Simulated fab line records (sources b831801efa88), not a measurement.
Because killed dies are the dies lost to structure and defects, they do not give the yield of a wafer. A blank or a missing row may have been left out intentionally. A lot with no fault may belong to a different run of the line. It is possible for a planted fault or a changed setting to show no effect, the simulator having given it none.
Which of the tools did it?    flow gf180mcu    12 lots, 36 wafers sampled, at 1 step of a route of 602

## WHAT THE GAUGES READ, wafer by wafer
GF_MVPSD_OVL_MEAS_07.
lot   measured      on          MVPSD_OVL (nm)
L075  day 5 06:43   overlay-02  1.2 2.6 2.7
L077  day 5 15:48   overlay-01  -0.1 -0.6 -0.5
L079  day 6 05:29   overlay-01  0.5 0.9 1.3
L081  day 6 17:15   overlay-02  1.3 0.6 1.3
L084  day 7 07:03   overlay-02  0.2 0.4 1.4
L085  day 7 13:38   overlay-02  -0.5 -1.8 -2.5
L087  day 8 03:17   overlay-02  4.0 1.7 2.2
L089  day 8 13:03   overlay-02  -2.2 -1.8 0.2
L091  day 9 05:54   overlay-02  1.0 0.8 0.0
L093  day 9 19:16   overlay-01  2.5 3.5 1.5
L096  day 10 16:47  overlay-01  -0.1 0.2 0.2
L097  day 11 00:29  overlay-02  1.4 1.2 -0.1

## WHICH TOOL RAN EACH LOT (tool, then ch and the chambers of the sampled wafers, then the start)
There is no process step in the record ahead of these readings.

## THE ANSWER, worked out from the rows above alone
Rule: the lots themselves supply what counts as usual. The widest of any qualifying gaps counts: lots, ordered by their means at a reading, are off when they make up no more than a third of the lots, leave a main group of 4 or more, and stand apart from it by 3 or more times the standard deviation of that group's means. If all means in a main group match to the digits the tables above print for the reading, that group is not used. Also off: a lot with no number at a reading for which 4 or more lots have one. The other lots that the step has rows for count as sound.
Nothing can be told from this: no lot is off at any reading shown.

## WHAT WAS PUT IN BY THE SIMULATOR
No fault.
